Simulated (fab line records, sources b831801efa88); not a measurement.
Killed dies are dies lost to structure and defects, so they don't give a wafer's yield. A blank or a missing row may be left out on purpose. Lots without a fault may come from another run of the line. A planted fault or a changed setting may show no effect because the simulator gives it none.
Chamber matching | flow sky130 | SKY_FIELD_ISO_ETCH_17 on rie_si-02: 4 sister chambers
The step etches Si in HBr/Cl2/O2, target depth 342 nm, time 97.7 s. 8 wafers are shown with their chamber, then 7 later ones without.

WAFERS WITH THEIR CHAMBER
wafer  | chamber | drypump_motor_current_A (A) | oes_product_au (a.u.)
L121.5 | 2       | 5.6                         | 0.986
L124.5 | 1       | 5.6                         | 0.992
L128.4 | 1       | 5.6                         | 0.990
L135.1 | 0       | 5.3                         | 0.999
L135.4 | 2       | 5.6                         | 0.972
L135.6 | 3       | 6.3                         | 0.981
L137.1 | 0       | 5.2                         | 1.004
L137.4 | 3       | 6.3                         | 0.985

WAFERS WITHOUT THEIR CHAMBER
wafer  | drypump_motor_current_A (A) | oes_product_au (a.u.)
L137.6 | 5.2                         | 0.994
L139.2 | 5.6                         | 0.989
L139.5 | 5.6                         | 0.998
L139.6 | 5.2                         | 1.006
L140.2 | 5.6                         | 0.971
L140.3 | 5.6                         | 1.008
L140.5 | 6.2                         | 0.983

WHICH CHAMBER EACH WENT THROUGH
wafer  | from the rows above     | in truth
L137.6 | 0                       | 0
L139.2 | can't be placed: 1 or 2 | 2
L139.5 | 1                       | 1
L139.6 | 0                       | 0
L140.2 | 2                       | 2
L140.3 | 1                       | 1
L140.5 | 3                       | 3
Placed correctly: 6 of 7. Can't be placed from these rows: 1 (the true chamber is among the candidates in 1). Placed wrongly: 0.
How it was worked out, from the rows above alone: a wafer's distance from a chamber is the root of the sum, over the readings, of the square of ((its reading less the chamber's mean) divided by the reading's scatter). The wafer belongs to the nearest chamber; if the next one is less than 2 further off, it can't be placed. A chamber's mean is the mean of its shown wafers. The scatter: the root of (the sum of the squares of (reading less its chamber's mean) over the shown wafers, divided by (wafers less chambers)).
